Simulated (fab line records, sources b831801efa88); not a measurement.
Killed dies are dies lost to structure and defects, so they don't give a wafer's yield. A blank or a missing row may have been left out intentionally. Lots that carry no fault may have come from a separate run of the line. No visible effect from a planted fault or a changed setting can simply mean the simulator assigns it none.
Code-filled problem report in 8D (eight disciplines) form || flow sky130 || the parts of the form that need people (team, actions taken, sign-off) are left out

## 1. PROBLEM STATEMENT
Wafers without a fault read 23.00 C, standard deviation 0.095; developer_temp_C at SKY_VT_ADJUST_LVTN_DEVELOP_17 reads a mean of 22.01 C on 6 wafers belonging to 2 lots. Relative to the usual mean, that is a shift of -10 standard deviations.
The step: develop time 60 s.
Earliest sighting: wafer L181.1 on litho_track-04 at day 13 02:38. Wafers with a number at this step in the record: 36, from 12 lots. Rule for "out" (also "out of limits"): further than 4 standard deviations from the usual mean. The rest of the wafers with a number are treated as sound.

## 2. WHAT IT IS AND WHAT IT IS NOT
{"question": "which readings at this step", "is": "developer_temp_C", "is not": "-"}
{"question": "which lots", "is": "L181, L182", "is not": "L162, L163, L164, L169, L173, L174, L175, L176, L184, L185"}
{"question": "which wafers of those lots", "is": "all that have a number", "is not": "-"}
{"question": "read on which tools", "is": "litho_track-04", "is not": "litho_track-02, litho_track-03"}
{"question": "when", "is": "from day 13 02:38", "is not": "up to then (24 sound wafers); but 6 sound wafers of L184, L185 came after"}

## 3. WHAT RULES OUT EACH SUSPECT
Counting: a tool at any process step up to the reading remains a suspect when it ran all the lots that are out and ran no sound lot after the first of those.
- litho_track-04 at SKY_VT_ADJUST_LVTN_DEVELOP_17 (develop time 60 s): kept. It processed each lot that is out, first L181 at day 13 02:38, and no sound lot thereafter; up to then, the last sound lot it processed was L176 at day 11 21:59. On those wafers its own readings are out: developer_temp_C.
Left after counting: litho_track-04 at SKY_VT_ADJUST_LVTN_DEVELOP_17.

## 4. THE CAUSE (what the simulator had put in)
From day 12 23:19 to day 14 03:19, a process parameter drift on litho_track-04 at SKY_VT_ADJUST_LVTN_DEVELOP_17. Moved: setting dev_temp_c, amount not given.
Only this tool survived the counting.

## 5. SEQUENCE OF EFFECTS, ordered by route
Each row: a reading where the mean over the struck wafers with a number is more than 3 standard deviations away from the usual. Scope: only readings with a usual standard deviation given in the record; hours: median across lots of the time from each lot's start at the first step in this table that gives one to its start at this step; sigmas: change in usual standard deviations.
{"hours": 0, "step": "SKY_VT_ADJUST_LVTN_DEVELOP_17", "reading": "developer_temp_C", "usual": "23.00 C", "on struck wafers": 22.01, "change": -0.99, "sigmas": -10}
The process steps in it:
- SKY_VT_ADJUST_LVTN_DEVELOP_17: develop time 60 s.
At these later measuring or inspecting steps, every struck wafer for which the step has a row has a number for every such reading, and none has moved that far: SKY_LDD_HVN_TW_MEAS_10.

## 6. HOW IT WOULD HAVE BEEN CAUGHT EARLIER
In this record no reading fell out of limits until day 13 02:38, 3 hours after the fault had begun at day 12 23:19.
